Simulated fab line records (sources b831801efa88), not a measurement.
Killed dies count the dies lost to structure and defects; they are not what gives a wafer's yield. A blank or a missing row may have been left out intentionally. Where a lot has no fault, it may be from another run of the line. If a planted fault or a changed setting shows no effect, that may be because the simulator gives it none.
One fault through the eyes of 2 desks    flow gf180mcu    each desk holds nothing but its own numbers, with what lay behind them at the end

THE TOOL OWNER'S DESK: pvd-sputter-01
At GF_SALICIDE_SPUTTER_03 (material TiN, target thk 20 nm, time 16.7 s) the tool's own readings: per lot run on this tool, the mean of the sampled wafers that have a number. Marked OUT: a lot whose mean sits more than 4 standard deviations from the usual mean, which makes it out of limits; the brackets give that distance.
Columns: A = throttle-valve-pct at GF_SALICIDE_SPUTTER_03, usual 29.7 %
lot   first seen here  A
L281  day 15 10:16     28.8
L282  day 15 16:56     28.8
L286  day 17 09:20     29.7
L291  day 19 15:41     29.4
L298  day 21 22:22     28.9
L299  day 22 09:28     28.9
This desk found nothing out of limits on any of the 6 lots.

FROM THE METROLOGY DESK
Means of the sampled wafers that have a number, per lot and without regard to the tool the lot ran on: this is what the gauges read. Marked OUT: a lot whose mean sits more than 4 standard deviations from the usual mean, which makes it out of limits; the brackets give that distance.
Columns: A = NSD_TW at GF_NSD_TW_MEAS_12, usual 4230; B = SALICIDE_TIN_RS at GF_SALICIDE_RS_MEAS_04, usual 16.4 ohm/sq; C = SALICIDE_TIN_THK at GF_SALICIDE_THK_MEAS_05, usual 20.23 nm; D = CONTACT_CVD_00_THK at GF_CONTACT_THK_MEAS_01, usual 299.4 nm; E = CONTACT_BOW at GF_CONTACT_BOW_MEAS_05, usual 66 um
lot   first seen here  A     B                C                D      E
L280  day 13 06:55     4206  16.5             19.97            300.4  67
L281  day 13 16:24     4236  16.1             20.26            296.3  62
L282  day 13 22:18     4275  16.2             19.97            298.5  59
L286  day 15 11:34     4265  16.8             20.37            298.1  61
L287  day 15 19:59     4247  16.5             20.23            298.1  74
L288  day 16 16:35     4254  16.7             20.15            297.5  61
L289  day 16 22:51     4172  16.7             20.21            300.5  72
L290  day 16 23:41     4256  16.2             20.17            298.5  74
L292  day 17 14:14     4175  16.1             20.56            300.7  64
L291  day 17 15:05     4174  16.3             20.24            297.6  69
L298  day 19 21:04     4230  18.4 (+6.5) OUT  14.89 (-22) OUT  298.1  66
L300  day 20 07:28     4213  16.0             20.30            294.6  67
L299  day 20 08:21     4244  17.7 (+4.3) OUT  15.43 (-20) OUT  300.3  57
This desk reports L298, L299 out of limits; the earliest was L298 at day 21 22:24 (SALICIDE_TIN_RS at GF_SALICIDE_RS_MEAS_04). L280, L281, L282, L286, L287, L288, L289, L290, L292, L291, L300 stayed within limits.

ALL TOGETHER
At day 21 22:24 the metrology desk could have sounded an alarm, on L298, L299.
The desk of the tool owner found nothing out of limits.
The tool owner's desk has L298, L299 on record, within its limits.
The lots listed all ran GF_SALICIDE_SPUTTER_03 on pvd-sputter-01.

WHAT THE SIMULATOR PUT IN
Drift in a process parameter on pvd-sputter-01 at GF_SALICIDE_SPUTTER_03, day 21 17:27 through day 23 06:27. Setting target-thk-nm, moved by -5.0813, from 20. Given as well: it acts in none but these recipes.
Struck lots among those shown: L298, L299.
Delay in hours, fault start to first out-of-limits reading, per desk: metrology desk 5.
